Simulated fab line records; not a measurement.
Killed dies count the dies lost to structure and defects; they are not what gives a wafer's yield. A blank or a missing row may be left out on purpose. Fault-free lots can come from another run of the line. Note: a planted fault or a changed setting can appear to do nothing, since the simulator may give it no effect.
fab line records -- flow sky130
record: lots: 11, wafers: 33, last-day: 50
route steps=708 shown SONOS_ONO@169 POLY_GATE@213 RES_PROTECT@214 PAD_OPEN@708
lots that met no fault: from a run of the same line without faults
start-h: hours from the record's first day to the start of the lot's first wafer shown -- wait-h: hours elapsed since this lot's preceding step -- " identical to the entry in the row above -- L1.1+2: a single row standing in for several wafers -- - either no value or no given start -- * or withheld: withheld -- < > ~ a bound
route shown NAME@n: a module of which the file shows steps, and the number in the route of the first -- usual: mean and standard deviation over wafers with no fault -- same: alike in all rows -- chamber/n: place in a boat -- sites: readings site by site -- _std_site: their standard deviation -- _edge_site: outer sites' mean less inner sites' -- radius-mm: how far each site lies from the wafer's centre -- mask NAME#n: copy n -- behind: tool/chamber where the wafer was last shaped -- hold: why the lot was held/for how many hours/how that ended -- device: the n, p or np transistor that did not switch -- end of line: the tests these same wafers got at the end of their route -- step lacking rows: just its recipe -- killed: not the wafer's yield, but the dies lost to structure and defects at the first sort -- map: per-die view of a wafer (x killed, . not killed, _ where there is no die)
set.NAME: the setting the step ran with; set.NAME@STEP: the setting that earlier step ran with -- model.NAME: the simulator's own value behind a step, which no gauge read
route steps across a sampled set of lots; one table per step, one row per wafer
services: when a tool's chamber went out of use (start-h, in hours from the record's first day, below 0 if earlier), for how many hours, and the reason
== steps ==
step: SKY_SONOS_ONO_THK_MEAS_01
recipe: reads: SiO2_of_SONOS_ONO_OXIDATION_00
usual: SONOS_ONO_OXIDATION_THK: 2.59/0.054
lot.wafer,tool,chamber,start-h,wait-h,SONOS_ONO_OXIDATION_THK[nm]
L738.2,film-metro-03,-,267.64,0.0,2.60
L738.3,film-metro-03,-,267.64,0.0,2.65
L738.6,film-metro-03,-,267.64,0.0,2.61
L739.1,film-metro-01,-,278.82,0.0,2.55
L739.2,film-metro-01,-,278.82,0.0,2.52
L739.4,film-metro-01,-,278.82,0.0,2.52
L741.2,film-metro-03,-,285.92,0.0,2.53
L741.4,film-metro-03,-,285.92,0.0,2.57
L741.5,film-metro-03,-,285.92,0.0,2.56
L742.1,film-metro-02,-,287.34,0.0,2.65
L742.2,film-metro-02,-,287.34,0.0,2.65
L742.5,film-metro-02,-,287.34,0.0,2.59
L748.4,film-metro-02,-,330.45,0.0,2.68
L748.5,film-metro-02,-,330.45,0.0,2.68
L748.6,film-metro-02,-,330.45,0.0,2.71
L749.3,film-metro-01,-,334.80,0.0,2.70
L749.4,film-metro-01,-,334.80,0.0,2.62
L749.6,film-metro-01,-,334.80,0.0,2.59
L754.3,film-metro-01,-,377.91,0.0,2.61
L754.4,film-metro-01,-,377.91,0.0,2.63
L754.6,film-metro-01,-,377.91,0.0,2.65
L755.1,film-metro-01,-,380.69,0.0,2.52
L755.2,film-metro-01,-,380.69,0.0,2.59
L755.5,film-metro-01,-,380.69,0.0,2.55
L757.1,film-metro-01,-,406.03,0.0,2.62
L757.3,film-metro-01,-,406.03,0.0,2.54
L757.4,film-metro-01,-,406.03,0.0,2.56
L758.1,film-metro-03,-,415.72,0.0,2.60
L758.5,film-metro-03,-,415.72,0.0,2.58
L758.6,film-metro-03,-,415.72,0.0,2.63
L761.1,film-metro-01,-,429.77,0.0,2.62
L761.3,film-metro-01,-,429.77,0.0,2.64
L761.6,film-metro-01,-,429.77,0.0,2.67
step: SKY_SONOS_ONO_CD_MEAS_13
recipe: target-cd-nm: 410
usual: cd-nm: 410.6/2
lot.wafer,tool,chamber,start-h,wait-h,cd-nm
L738.2,cd-sem-01,-,299.11,2.1,411.9
L738.3,cd-sem-01,-,299.11,2.1,411.2
L738.6,cd-sem-01,-,299.11,2.1,411.9
L739.1,cd-sem-02,-,308.12,0.1,413.2
L739.2,cd-sem-02,-,308.12,0.1,413.9
L739.4,cd-sem-02,-,308.12,0.1,413.1
L741.2,cd-sem-01,-,313.37,0.1,414.0
L741.4,cd-sem-01,-,313.37,0.1,414.1
L741.5,cd-sem-01,-,313.37,0.1,413.1
L742.1,cd-sem-02,-,316.06,0.1,411.9
L742.2,cd-sem-02,-,316.06,0.1,410.3
L742.5,cd-sem-02,-,316.06,0.1,410.1
L748.4,cd-sem-02,-,359.77,0.1,411.4
L748.5,cd-sem-02,-,359.77,0.1,415.5
L748.6,cd-sem-02,-,359.77,0.1,411.9
L749.3,cd-sem-01,-,364.59,0.1,409.8
L749.4,cd-sem-01,-,364.59,0.1,410.3
L749.6,cd-sem-01,-,364.59,0.1,407.5
L754.3,cd-sem-01,-,420.05,0.1,410.1
L754.4,cd-sem-01,-,420.05,0.1,412.4
L754.6,cd-sem-01,-,420.05,0.1,411.9
L755.1,cd-sem-02,-,420.40,0.1,409.3
L755.2,cd-sem-02,-,420.40,0.1,410.3
L755.5,cd-sem-02,-,420.40,0.1,411.2
L757.1,cd-sem-02,-,438.66,0.1,411.1
L757.3,cd-sem-02,-,438.66,0.1,413.3
L757.4,cd-sem-02,-,438.66,0.1,412.8
L758.1,cd-sem-02,-,449.01,0.1,408.1
L758.5,cd-sem-02,-,449.01,0.1,409.4
L758.6,cd-sem-02,-,449.01,0.1,410.6
L761.1,cd-sem-02,-,463.61,0.1,411.4
L761.3,cd-sem-02,-,463.61,0.1,411.3
L761.6,cd-sem-02,-,463.61,0.1,411.7
step: SKY_SONOS_ONO_ETCH_15
recipe: target-depth-nm: 19.52, chemistry: CHF3/O2, source-w: 600, bias-w: 200, pressure-mtorr: 40, chf3-flow-sccm: 50, O2_flow_sccm: 5, time-s: 7.8
usual: drypump-motor-current-A: 5.9/0.35, oes-product-au: 0.997/0.01, throttle-valve-pct: 8.826/0.0092
lot.wafer,tool,chamber,start-h,wait-h,drypump-motor-current-A,oes-product-au,rf-hours-counter-h,throttle-valve-pct
L738.2,rie-diel-04,3,299.24,0.0,5.9,0.996,4,8.837
L738.3,rie-diel-04,1,299.24,0.0,6.4,1.000,53,8.836
L738.6,rie-diel-04,3,299.24,0.0,5.9,0.991,-,8.816
L739.1,rie-diel-04,3,308.28,0.0,5.9,0.990,5,8.832
L739.2,rie-diel-04,2,308.28,0.0,6.1,0.990,41,8.834
L739.4,rie-diel-04,1,308.28,0.0,6.4,0.998,-,8.817
L741.2,rie-diel-01,1,313.51,0.0,6.6,0.996,105,8.829
L741.4,rie-diel-01,2,313.51,0.0,5.3,0.978,8,8.809
L741.5,rie-diel-01,3,313.51,0.0,5.4,0.994,-,8.814
L742.1,rie-diel-03,1,316.21,0.0,5.7,1.000,2,8.821
L742.2,rie-diel-03,2,316.21,0.0,6.1,1.014,34,8.823
L742.5,rie-diel-03,2,316.21,0.0,6.1,1.012,-,8.835
L748.4,rie-diel-04,0,359.86,0.0,5.5,1.004,24,8.833
L748.5,rie-diel-04,3,359.86,0.0,5.9,0.992,-,8.825
L748.6,rie-diel-04,2,359.86,0.0,6.2,1.001,-,8.835
L749.3,rie-diel-04,0,364.71,0.0,5.5,1.009,24,8.831
L749.4,rie-diel-04,2,364.71,0.0,6.2,0.992,42,8.826
L749.6,rie-diel-04,1,364.71,0.0,6.4,0.984,-,8.825
L754.3,rie-diel-04,0,420.16,0.0,5.5,0.995,25,8.821
L754.4,rie-diel-04,3,420.16,0.0,5.9,0.997,-,8.804
L754.6,rie-diel-04,1,420.16,0.0,6.4,0.992,-,8.839
L755.1,rie-diel-03,0,420.56,0.0,5.6,0.999,105,8.841
L755.2,rie-diel-03,3,420.56,0.0,5.8,1.002,6,8.809
L755.5,rie-diel-03,3,420.56,0.0,5.8,0.998,-,8.838
L757.1,rie-diel-04,3,438.81,0.0,5.9,0.992,7,8.817
L757.3,rie-diel-04,0,438.81,0.0,5.5,0.989,25,8.820
L757.4,rie-diel-04,0,438.81,0.0,5.5,0.991,-,8.837
L758.1,rie-diel-01,1,449.17,0.0,6.6,0.976,0,8.829
L758.5,rie-diel-01,1,449.17,0.0,6.5,0.970,-,8.823
L758.6,rie-diel-01,2,449.17,0.0,5.3,0.977,-,8.820
L761.1,rie-diel-04,2,463.76,0.0,6.2,0.995,43,8.828
L761.3,rie-diel-04,3,463.76,0.0,5.9,0.989,8,8.817
L761.6,rie-diel-04,2,463.76,0.0,6.1,1.000,-,8.810
step: SKY_POLY_GATE_IMPLANT_02
recipe: species: P, energy-kev: 30, dose-cm2: 7.7e+15, tilt-deg: 0
usual: beam-on-s: 36.1/2, dose-ions-cm2: 7.702e+15/7.5e+12, end-station-pressure-torr: 1.07e-05/6.6e-07
lot.wafer,tool,chamber,start-h,wait-h,beam-on-s,dose-ions-cm2,end-station-pressure-torr
L738.2,implanter-01,0,360.25,0.1,36.7,7.704e+15,1.02e-05
L738.3,implanter-01,0,360.25,0.1,36.6,7.7e+15,9.7e-06
L738.6,implanter-01,0,360.25,0.1,36.9,7.699e+15,1.02e-05
L739.1,implanter-02,0,371.41,0.1,38.5,7.71e+15,1.02e-05
L739.2,implanter-02,0,371.41,0.1,38.7,7.694e+15,1.07e-05
L739.4,implanter-02,0,371.41,0.1,36.7,7.706e+15,1.04e-05
L741.2,implanter-02,0,377.00,0.1,36.6,7.704e+15,1.02e-05
L741.4,implanter-02,0,377.00,0.1,38.3,7.7e+15,1.07e-05
L741.5,implanter-02,0,377.00,0.1,36.9,7.697e+15,9.9e-06
L742.1,implanter-02,0,377.80,0.1,37.9,7.716e+15,1.01e-05
L742.2,implanter-02,0,377.80,0.1,37.5,7.702e+15,1.07e-05
L742.5,implanter-02,0,377.80,0.1,38.1,7.701e+15,1.06e-05
L748.4,implanter-02,0,431.92,0.1,15.9,3.294e+15,1.36e-05
L748.5,implanter-02,0,431.92,0.1,16.4,3.301e+15,1.37e-05
L748.6,implanter-02,0,431.92,0.1,16.4,3.299e+15,1.44e-05
L749.3,implanter-02,0,432.20,0.1,16.5,3.285e+15,1.38e-05
L749.4,implanter-02,0,432.20,0.1,15.9,3.278e+15,1.35e-05
L749.6,implanter-02,0,432.20,0.1,15.9,3.285e+15,1.23e-05
L755.1,implanter-04,0,503.71,0.1,33.3,7.688e+15,1.18e-05
L755.2,implanter-04,0,503.71,0.1,35.0,7.696e+15,1.01e-05
L755.5,implanter-04,0,503.71,0.1,34.4,7.699e+15,1.15e-05
L754.3,implanter-01,0,503.85,0.1,38.5,7.705e+15,1.1e-05
L754.4,implanter-01,0,503.85,0.1,35.5,7.704e+15,1.05e-05
L754.6,implanter-01,0,503.85,0.1,37.6,7.71e+15,1.17e-05
L757.1,implanter-01,0,509.75,0.1,38.2,7.699e+15,1e-05
L757.3,implanter-01,0,509.75,0.1,37.2,7.703e+15,1.04e-05
L757.4,implanter-01,0,509.75,0.1,37.9,7.696e+15,1.05e-05
L758.1,implanter-02,0,515.90,0.1,37.2,7.708e+15,9.9e-06
L758.5,implanter-02,0,515.90,0.1,38.1,7.702e+15,9.8e-06
L758.6,implanter-02,0,515.90,0.1,38.3,7.696e+15,1.06e-05
L761.1,implanter-02,0,530.25,0.1,38.9,7.699e+15,9.8e-06
L761.3,implanter-02,0,530.25,0.1,38.8,7.709e+15,1.12e-05
L761.6,implanter-02,0,530.25,0.1,37.8,7.697e+15,1.02e-05
step: SKY_RES_PROTECT_STRIP_07
recipe: chemistry: O2/N2, power-w: 1400, pressure-mtorr: 1500, platen-temp-c: withheld, o2-flow-sccm: 3000, n2-flow-sccm: 300, overash-fraction: 0.5
usual: drypump-motor-current-A: 5.79/0.28, oes-product-au: 0.516/0.0046, strip-time-to-endpoint-s: 23.11/0.05
lot.wafer,tool,chamber,start-h,wait-h,drypump-motor-current-A,oes-product-au,rf-hours-counter-h,strip-time-to-endpoint-s
L738.2,plasma-asher-02,0,360.38,0.1,5.74,0.514,64,23.06
L738.3,plasma-asher-02,0,360.38,0.1,5.76,0.512,-,23.05
L738.6,plasma-asher-02,1,360.38,0.1,6.06,0.522,-,23.06
L739.1,plasma-asher-02,1,371.56,0.1,6.10,0.523,65,23.09
L739.2,plasma-asher-02,0,371.56,0.1,5.74,0.517,65,23.06
L739.4,plasma-asher-02,1,371.56,0.1,6.08,0.531,-,23.09
L741.2,plasma-asher-02,1,377.13,0.1,6.06,0.517,66,23.07
L741.4,plasma-asher-02,0,377.13,0.1,5.74,0.510,-,23.08
L741.5,plasma-asher-02,1,377.13,0.1,6.09,0.519,-,23.03
L742.1,plasma-asher-02,0,377.95,0.1,5.73,0.515,66,23.21
L742.2,plasma-asher-02,1,377.95,0.1,6.04,0.513,66,23.22
L742.5,plasma-asher-02,0,377.95,0.1,5.72,0.519,-,23.21
L748.4,plasma-asher-01,0,432.03,0.1,6.14,0.568,-,19.75
L748.5,plasma-asher-01,1,432.03,0.1,5.60,0.572,-,19.79
L748.6,plasma-asher-01,0,432.03,0.1,6.15,0.560,-,19.74
L749.3,plasma-asher-03,0,432.33,0.1,5.28,0.563,-,19.76
L749.4,plasma-asher-03,1,432.33,0.1,5.44,0.564,-,19.81
L749.6,plasma-asher-03,0,432.33,0.1,5.31,0.567,-,19.79
L755.1,plasma-asher-01,0,503.86,0.1,6.15,0.511,71,23.10
L755.2,plasma-asher-01,1,503.86,0.1,5.64,0.513,71,23.13
L755.5,plasma-asher-01,0,503.86,0.1,6.13,0.516,-,23.09
L754.3,plasma-asher-02,0,503.98,0.1,5.73,0.515,-,23.08
L754.4,plasma-asher-02,1,503.98,0.1,6.09,0.516,-,23.09
L754.6,plasma-asher-02,0,503.98,0.1,5.74,0.512,-,23.07
L757.1,plasma-asher-02,1,509.90,0.1,6.07,0.522,80,23.11
L757.3,plasma-asher-02,1,509.90,0.1,6.07,0.513,-,23.16
L757.4,plasma-asher-02,0,509.90,0.1,5.75,0.525,-,23.14
L758.1,plasma-asher-02,0,516.05,0.1,5.74,0.509,80,23.14
L758.5,plasma-asher-02,0,516.05,0.1,5.74,0.520,-,23.16
L758.6,plasma-asher-02,1,516.05,0.1,6.05,0.521,-,23.11
L761.1,plasma-asher-02,0,530.40,0.1,5.73,0.513,82,23.12
L761.3,plasma-asher-02,0,530.40,0.1,5.77,0.514,-,23.14
L761.6,plasma-asher-02,1,530.40,0.1,6.07,0.516,-,23.16
step: SKY_RES_PROTECT_TW_MEAS_08
usual: POLY_GATE_TW: 4002/23
lot.wafer,tool,chamber,start-h,wait-h,POLY_GATE_TW
L738.2,film-metro-04,-,360.49,0.1,3990
L738.3,film-metro-04,-,360.49,0.1,3975
L738.6,film-metro-04,-,360.49,0.1,4011
L739.1,film-metro-01,-,371.66,0.1,4000
L739.2,film-metro-01,-,371.66,0.1,3986
L739.4,film-metro-01,-,371.66,0.1,4002
L741.2,film-metro-04,-,377.24,0.1,3968
L741.4,film-metro-04,-,377.24,0.1,3991
L741.5,film-metro-04,-,377.24,0.1,3943
L742.1,film-metro-01,-,378.05,0.1,4006
L742.2,film-metro-01,-,378.05,0.1,4011
L742.5,film-metro-01,-,378.05,0.1,4000
L748.4,film-metro-01,-,432.13,0.1,3733
L748.5,film-metro-01,-,432.13,0.1,3729
L748.6,film-metro-01,-,432.13,0.1,3750
L749.3,film-metro-02,-,432.42,0.1,3745
L749.4,film-metro-02,-,432.42,0.1,3726
L749.6,film-metro-02,-,432.42,0.1,3720
L755.1,film-metro-01,-,503.96,0.1,4021
L755.2,film-metro-01,-,503.96,0.1,4009
L755.5,film-metro-01,-,503.96,0.1,4021
L754.3,film-metro-04,-,504.07,0.1,3998
L754.4,film-metro-04,-,504.07,0.1,3983
L754.6,film-metro-04,-,504.07,0.1,4004
L757.1,film-metro-01,-,510.00,0.1,4011
L757.3,film-metro-01,-,510.00,0.1,4016
L757.4,film-metro-01,-,510.00,0.1,4022
L758.1,film-metro-02,-,516.15,0.1,4038
L758.5,film-metro-02,-,516.15,0.1,4024
L758.6,film-metro-02,-,516.15,0.1,3995
L761.1,film-metro-01,-,530.50,0.1,4041
L761.3,film-metro-01,-,530.50,0.1,4039
L761.6,film-metro-01,-,530.50,0.1,4019
step: SKY_PAD_OPEN_PROBE_99
usual: killed_at_M0_to_M3: 43/7.1, killed_at_M4_up: 3.0/1.6, killed-at-contacts: 24/5.3, killed-at-front-end: 16/4.1, killed-at-other: 0.5/0.82, killed-dies: 86/9.4, killed-open: 46/6.9, killed-short: 39/6.5
same: gross-dies: 492, killed-at-back-side: 0
lot.wafer,tool,chamber,start-h,wait-h,killed_at_M0_to_M3,killed_at_M4_up,killed-at-contacts,killed-at-front-end,killed-at-other,killed-dies,killed-open,killed-short
L738.2,prober-01,-,1086.26,0.1,39,2,31,29,3,104,54,47
L738.3,prober-01,-,1086.31,0.2,36,4,30,21,2,93,59,33
L738.6,prober-01,-,1086.46,0.2,38,4,30,13,1,86,48,36
L741.2,prober-01,-,1106.57,0.1,41,4,31,18,0,94,55,39
L741.4,prober-01,-,1106.67,0.2,36,2,23,14,0,75,40,35
L741.5,prober-01,-,1106.72,0.2,37,3,28,15,0,83,42,41
L748.4,prober-02,-,1139.11,0.2,47,4,14,19,0,84,50,34
L748.5,prober-02,-,1139.16,0.2,49,3,19,18,0,89,55,34
L748.6,prober-02,-,1139.21,0.2,50,1,16,15,0,82,48,34
L749.3,prober-01,-,1139.28,0.2,44,2,25,16,0,87,47,40
L749.4,prober-01,-,1139.33,0.2,49,3,28,15,0,95,54,37
L749.6,prober-01,-,1139.43,0.2,39,2,20,10,0,71,36,35
L754.3,prober-01,-,1180.82,0.2,44,6,24,13,1,88,47,40
L754.4,prober-01,-,1180.87,0.2,52,3,22,9,0,86,44,40
L754.6,prober-01,-,1180.97,0.2,50,1,22,16,0,89,48,41
killed by level:class
L738.2 CONTACT:geometric-particle:open=11 POLY_GATE:geometric-particle:short=10 VIA1:geometric-particle:open=8 LI_CONTACT:geometric-particle:open=6 CONTACT:geometric-particle:short=6 VIA3:geometric-particle:open=6 FIELD_ISO:geometric-particle:short=5 POLY_GATE:geometric-particle:open=5
L738.3 CONTACT:geometric-particle:open=11 LI_CONTACT:geometric-particle:open=10 VIA3:geometric-particle:open=9 VIA2:geometric-particle:open=7 POLY_GATE:geometric-particle:short=5 POLY_GATE:geometric-particle:open=5 VIA1:geometric-particle:open=5 SPACER:geometric-particle:open=4
L738.6 CONTACT:geometric-particle:open=13 VIA1:geometric-particle:open=13 CONTACT:geometric-particle:short=7 LI_CONTACT:geometric-particle:open=6 VIA2:geometric-particle:open=5 METAL3:geometric-particle:short=4 VIA3:geometric-particle:open=4 FIELD_ISO:geometric-particle:open=3
L741.2 CONTACT:geometric-particle:open=12 LI_CONTACT:geometric-particle:open=9 VIA1:geometric-particle:open=8 VIA3:geometric-particle:open=8 VIA2:geometric-particle:open=6 VIA1:geometric-particle:short=5 POLY_GATE:geometric-particle:open=4 POLY_GATE:geometric-particle:short=4
L741.4 VIA3:geometric-particle:open=8 CONTACT:geometric-particle:open=7 VIA1:geometric-particle:open=7 CONTACT:geometric-particle:short=6 FIELD_ISO:geometric-particle:open=5 LI_CONTACT:geometric-particle:open=5 METAL1:geometric-particle:short=5 LOCAL_INTERCONNECT:geometric-particle:short=4
L741.5 CONTACT:geometric-particle:short=8 VIA1:geometric-particle:open=8 CONTACT:geometric-particle:open=7 FIELD_ISO:geometric-particle:open=6 METAL1:geometric-particle:short=6 LI_CONTACT:geometric-particle:open=5 METAL2:geometric-particle:short=5 FIELD_ISO:geometric-particle:short=4
L748.4 VIA1:geometric-particle:open=11 FIELD_ISO:geometric-particle:open=9 METAL1:geometric-particle:short=8 CONTACT:geometric-particle:open=7 POLY_GATE:geometric-particle:open=5 VIA1:geometric-particle:short=4 METAL2:geometric-particle:open=4 METAL1:geometric-particle:open=4
L748.5 VIA2:geometric-particle:open=9 VIA3:geometric-particle:open=8 METAL1:geometric-particle:short=7 VIA1:geometric-particle:open=7 LI_CONTACT:geometric-particle:open=6 CONTACT:geometric-particle:short=5 POLY_GATE:geometric-particle:open=5 VIA1:geometric-particle:short=5
L748.6 VIA2:geometric-particle:open=11 VIA1:geometric-particle:open=10 VIA3:geometric-particle:open=8 METAL2:geometric-particle:short=5 CONTACT:geometric-particle:open=5 LI_CONTACT:geometric-particle:short=4 LI_CONTACT:geometric-particle:open=4 VIA3:geometric-particle:short=4
L749.3 LOCAL_INTERCONNECT:geometric-particle:short=9 VIA1:geometric-particle:open=9 VIA2:geometric-particle:open=8 FIELD_ISO:geometric-particle:short=7 LI_CONTACT:geometric-particle:open=7 VIA1:geometric-particle:short=6 VIA3:geometric-particle:open=5 CONTACT:geometric-particle:short=4
L749.4 CONTACT:geometric-particle:open=11 VIA2:geometric-particle:open=11 LI_CONTACT:geometric-particle:open=9 VIA1:geometric-particle:open=9 FIELD_ISO:geometric-particle:short=6 VIA1:geometric-particle:short=5 METAL2:geometric-particle:short=5 CONTACT:geometric-particle:short=4
L749.6 VIA1:geometric-particle:open=7 CONTACT:geometric-particle:open=7 VIA1:geometric-particle:short=6 LI_CONTACT:geometric-particle:open=5 VIA2:geometric-particle:open=5 FIELD_ISO:geometric-particle:short=4 CONTACT:geometric-particle:short=4 METAL1:geometric-particle:short=4
L754.3 CONTACT:geometric-particle:open=11 VIA1:geometric-particle:open=10 LI_CONTACT:geometric-particle:open=7 METAL2:geometric-particle:short=6 POLY_GATE:geometric-particle:short=5 VIA3:geometric-particle:open=5 FIELD_ISO:geometric-particle:short=4 METAL1:geometric-particle:short=4
L754.4 VIA1:geometric-particle:open=11 LI_CONTACT:geometric-particle:open=7 VIA2:geometric-particle:short=7 VIA2:geometric-particle:open=7 METAL1:geometric-particle:short=6 METAL2:geometric-particle:short=6 CONTACT:geometric-particle:open=5 LOCAL_INTERCONNECT:geometric-particle:short=3
L754.6 VIA1:geometric-particle:open=11 VIA3:geometric-particle:open=9 METAL1:geometric-particle:short=8 CONTACT:geometric-particle:open=7 FIELD_ISO:geometric-particle:short=6 LI_CONTACT:geometric-particle:open=6 CONTACT:geometric-particle:short=4 VIA1:geometric-particle:short=4
== services ==
tool,chamber,start-h,hours,kind
rie-diel-04,2,279.46,6.3,repair
implanter-02,-,301.63,9.3,repair
rie-diel-04,0,303.88,7.7,repair
implanter-01,-,308.75,5.3,repair
implanter-01,-,312.38,0.7,repair
rie-diel-04,2,339.86,5.7,repair
rie-diel-03,2,345.38,13.6,repair
rie-diel-03,0,361.40,15.1,repair
rie-diel-04,0,378.32,9.7,repair
implanter-02,-,380.06,0.6,repair
implanter-02,-,380.63,3.7,repair
rie-diel-03,-,386.97,0.7,repair
rie-diel-03,3,390.82,1.6,repair
implanter-02,-,410.84,1.4,repair
rie-diel-04,2,414.80,8.8,repair
implanter-01,-,415.23,29.7,pm
rie-diel-04,1,415.32,3.8,repair
rie-diel-04,-,416.48,2.8,pm
plasma-asher-02,-,429.27,1.9,repair
rie-diel-03,-,435.60,0.4,repair
rie-diel-04,1,438.74,23.4,repair
rie-diel-01,-,457.44,0.4,repair
implanter-01,-,457.76,3.1,repair
implanter-01,-,466.95,2.4,repair
== key ==
first-sign: step: SKY_POLY_GATE_IMPLANT_02, reading: dose-ions-cm2, direction: down, sigmas: 99+, usual: *, struck: *
effect: step: SKY_POLY_GATE_IMPLANT_02, reading: beam-on-s, direction: down, sigmas: 9.9, usual: 36.1, struck: 16.2
effect: step: SKY_RES_PROTECT_STRIP_07, reading: strip-time-to-endpoint-s, direction: down, sigmas: 67, usual: *, struck: *
effect: step: SKY_RES_PROTECT_TW_MEAS_08, reading: POLY_GATE_TW, direction: down, sigmas: 12, usual: 4002, struck: 3734
met-at SKY_POLY_GATE_IMPLANT_02
struck-lots L748,L749
tester-left-out L748,L749
not-acting-at SKY_SONOS_ONO_THK_MEAS_01,SKY_SONOS_ONO_CD_MEAS_13,SKY_SONOS_ONO_ETCH_15
onset-between 377.80 431.92
fault: kind: process-parameter-drift, tool: implanter-02, chamber: -, onset-h: 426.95, steps: SKY_POLY_GATE_IMPLANT_02, channel: dose-cm2, offset: *, shape: step, end-h: 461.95, acts-in: *, stated: *
tester-left-out: of these lots the tester's yield and bins aren't shown, on N5 and GAA mostly nor the transistor test; their killed dies are dies lost to structure and defects alone, not to doping, threshold or leakage, so they don't give the yield
